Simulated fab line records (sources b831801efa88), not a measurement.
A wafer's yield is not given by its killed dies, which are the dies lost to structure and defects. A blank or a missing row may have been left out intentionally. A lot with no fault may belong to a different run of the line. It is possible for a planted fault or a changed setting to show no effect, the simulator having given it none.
Which tool was responsible? + flow gf180mcu + 6 lots, 18 wafers sampled, at 2 steps of a route of 602

## WHAT THE GAUGES SHOWED, per wafer
GF_STI_THK_MEAS_22.
| lot  | measured    | on            | STI_OXIDATION_01_THK (nm) |
|------|-------------|---------------|---------------------------|
| L930 | day 3 05:50 | film_metro-03 | 14.51 15.00 14.63         |
| L936 | day 4 11:37 | film_metro-03 | 15.05 14.85 14.82         |
| L939 | day 5 03:37 | film_metro-03 | - - -                     |
| L942 | day 5 19:53 | film_metro-03 | 14.97 14.96 14.95         |
| L945 | day 6 10:52 | film_metro-02 | 14.98 15.04 15.24         |
| L947 | day 6 20:17 | film_metro-03 | 14.67 14.74 14.79         |

## EACH LOT AND THE TOOL THAT RAN IT (in order: tool; ch and the chambers of the sampled wafers; start)
| lot  | GF_STI_CVD_03              |
|------|----------------------------|
| L930 | lpcvd-02 ch 1, day 2 12:46 |
| L936 | lpcvd-02 ch 1, day 3 18:46 |
| L939 | lpcvd-01 ch 0, day 4 10:01 |
| L942 | lpcvd-01 ch 1, day 5 02:27 |
| L945 | lpcvd-02 ch 0, day 5 15:34 |
| L947 | lpcvd-02 ch 1, day 6 01:34 |
- GF_STI_CVD_03: deposits Si3N4 from DCS/NH3, target thk 207.16 nm, time 3551 s.

## THE ANSWER, worked out from the rows above alone
Rule: usual is defined by the lots themselves. Put in order of their means at a reading, lots are off if they are a third of the lots or fewer, leave a main group of 4 or more, and stand apart from it by a gap of 3 or more times the standard deviation of the main group's means; of several such gaps the widest counts. The tables above print the reading to a certain number of digits; a main group whose means all agree to those digits is not used. Also off: a lot with no number at a reading for which 4 or more lots have one. Where the step has rows for the other lots, those lots are counted as sound.
Off: at GF_STI_THK_MEAS_22 (STI_OXIDATION_01_THK), L939. Without a number there: L939. Main group: mean 14.88 nm, sd 0.14.
A tool fits if, at a process step before that reading, it ran every lot that is off, and no sound lot after the first of them. Those tools and the gauges at GF_STI_THK_MEAS_22 are tried in the same way. No candidate that was tried fits.

## WHAT THE SIMULATOR HAD PUT IN
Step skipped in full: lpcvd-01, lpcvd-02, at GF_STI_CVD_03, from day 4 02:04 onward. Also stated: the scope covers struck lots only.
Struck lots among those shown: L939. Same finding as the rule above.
